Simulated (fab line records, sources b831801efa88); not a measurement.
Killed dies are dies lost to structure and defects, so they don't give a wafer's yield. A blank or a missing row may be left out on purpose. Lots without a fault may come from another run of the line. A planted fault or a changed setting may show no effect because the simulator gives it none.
Which tool did it? | flow gf180mcu | 6 lots, 18 wafers sampled, at 4 steps of a route of 602

WHAT THE GAUGES READ, wafer by wafer
GF_M2_CD_MEAS_14: target cd 280 nm.
lot  | measured     | on        | cd_nm (nm)
L974 | day 20 20:54 | cd_sem-02 | 279.8 279.9 280.3
L987 | day 25 07:03 | cd_sem-01 | 279.5 279.0 279.7
L990 | day 26 01:21 | cd_sem-01 | 279.2 280.2 281.4
L992 | day 26 17:49 | cd_sem-01 | 278.5 277.9 278.0

WHICH TOOL RAN EACH LOT (tool, then ch and the chambers of the sampled wafers, then the start)
lot  | GF_V1_STRIP_18                       | GF_V1_CMP_26                  | GF_M2_SPUTTER_04
L974 | plasma_asher-03 ch 0,1, day 19 18:52 | cmp-02 ch 0,2,3, day 19 19:59 | pvd_sputter-04, day 19 20:19
L982 | plasma_asher-03 ch 0,1, day 22 17:06 | cmp-01 ch 0,2,3, day 22 18:11 | -
L984 | plasma_asher-04 ch 0,1, day 23 07:02 | cmp-01 ch 1,3, day 23 07:56   | -
L987 | plasma_asher-04 ch 0,1, day 24 07:37 | cmp-01 ch 0,1,3, day 24 08:37 | pvd_sputter-03, day 24 09:04
L990 | plasma_asher-02 ch 0,1, day 25 03:29 | cmp-02 ch 0,1, day 25 04:25   | pvd_sputter-04, day 25 04:51
L992 | plasma_asher-02 ch 0,1, day 25 19:34 | cmp-01 ch 0,1,3, day 25 20:50 | pvd_sputter-03, day 25 21:19
- GF_V1_STRIP_18: strips in O2/N2.
- GF_V1_CMP_26: polishes, stops on SiO2, t overpolish 15 s, target thk 0 nm.
- GF_M2_SPUTTER_04: material TiN, target thk 50 nm, time 41.7 s.

THE ANSWER, worked out from the rows above alone
Rule: what is usual is taken from the lots themselves. Put in order of their means at a reading, lots are off if they are a third of the lots or fewer, leave a main group of 4 or more, and stand apart from it by a gap of 3 or more times the standard deviation of the main group's means; of several such gaps the widest counts. A main group whose means are all the same, to the digits that the tables above print for the reading, isn't used. A lot without any number at a reading at which 4 lots or more have one is off too. The other lots that the step has rows for count as sound.
No lot is off at any reading shown: from this, nothing can be told.

WHAT THE SIMULATOR HAD PUT IN
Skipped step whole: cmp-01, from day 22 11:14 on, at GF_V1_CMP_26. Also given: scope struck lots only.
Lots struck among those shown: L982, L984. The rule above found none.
